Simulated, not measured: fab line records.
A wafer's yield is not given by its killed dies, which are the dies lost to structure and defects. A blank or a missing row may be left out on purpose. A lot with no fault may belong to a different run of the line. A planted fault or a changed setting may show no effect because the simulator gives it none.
Code-filled problem report in 8D (eight disciplines) form ; flow sky130 ; the parts of the form that need people (team, actions taken, sign-off) are left out

== 1. THE ISSUE ==
At SKY_VT_ADJUST_NCORE_CD_MEAS_07, cdNm averages 393.2 nm over 6 wafers from 2 lots, while fault-free wafers read 380.1 nm, standard deviation 2.7. Relative to the usual mean, that is a shift of +4.9 standard deviations.
The step: target cd 380 nm.
First seen on wafer L192.1, day 13 00:11, on cdSem-01. The record holds 39 wafers of 13 lots with a number at this step. Rule for "out" (also "out of limits"): further than 4 standard deviations from the usual mean. Any other wafer with a number is counted as sound.

== 2. WHAT THIS IS AND IS NOT ==
question;is;is not
which readings at this step;cdNm;-
which lots;L192, L193;L178, L180, L181, L182, L183, L184, L185, L188, L196, L199, L201
which wafers of those lots;all that have a number;-
read on which gauges;cdSem-01, cdSem-02;-
when;from day 13 00:11;"up to then (24 sound wafers); but 9 sound wafers of L196, L199, L201 came after"

== 3. SUSPECTS, AND WHAT RULES EACH OUT ==
Counting: a tool stays on the suspect list if, at a process step up to the reading, it processed all lots that are out and no sound lot following the first of them.
- the gauge at SKY_VT_ADJUST_NCORE_CD_MEAS_07: ruled out. The wafers that are out were read on 2 gauges (cdSem-01, cdSem-02).
- ilineStepper-01 at SKY_VT_ADJUST_NCORE_EXPOSE_04 (exposes mask LVTN COMPLEMENT THIN, target cd 380 nm): kept. It ran every lot that is out, first L192 (day 12 11:27), and no sound lot after that; its last sound lot up to then is L185 (day 10 09:04). Out on those wafers are its own readings of exposureDoseMJCm2.
Remaining after the count: ilineStepper-01 at SKY_VT_ADJUST_NCORE_EXPOSE_04.

== 4. THE CAUSE (what the simulator had put in) ==
Process parameters drifting: ilineStepper-01 at SKY_VT_ADJUST_NCORE_EXPOSE_04, beginning at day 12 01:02. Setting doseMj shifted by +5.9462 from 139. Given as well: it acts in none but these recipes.
Only this tool survived the counting.

== 5. SEQUENCE OF EFFECTS, ordered by route ==
Rows list readings where the struck wafers' mean (over those with a number) sits beyond 3 standard deviations from the usual. Scope: only readings with a usual standard deviation given in the record; hours: median across lots of the time from each lot's start at the first step in this table that gives one to its start at this step; sigmas: change in usual standard deviations.
hours;step;reading;usual;on struck wafers;change;sigmas
0;SKY_VT_ADJUST_NCORE_EXPOSE_04;exposureDoseMJCm2;138.91;144.90;+5.99;+46
13;SKY_VT_ADJUST_NCORE_CD_MEAS_07;cdNm;380.1 nm;393.2;+13.1;+4.9
It contains these process steps:
- SKY_VT_ADJUST_NCORE_EXPOSE_04: exposes mask LVTN COMPLEMENT THIN, target cd 380 nm.
At these later measuring or inspecting steps, every struck wafer for which the step has a row has a number for every such reading, and none has moved that far: SKY_VT_ADJUST_NCORE_TW_MEAS_11.

== 6. HOW IT WOULD HAVE BEEN CAUGHT EARLIER ==
23 hours passed between the start of the fault at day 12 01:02 and the first reading out of limits at a measuring or inspecting step in this record, taken at day 13 00:11.
The tool's own readings at SKY_VT_ADJUST_NCORE_EXPOSE_04 were out on every struck wafer that the step has a row for (exposureDoseMJCm2): an alarm limit on them would have fired on the first of those.
Each of the lots that are out, 2 in all, had begun SKY_VT_ADJUST_NCORE_EXPOSE_04 on ilineStepper-01 no later than day 13 00:11. A hold on the tool at that time would have spared none of them.
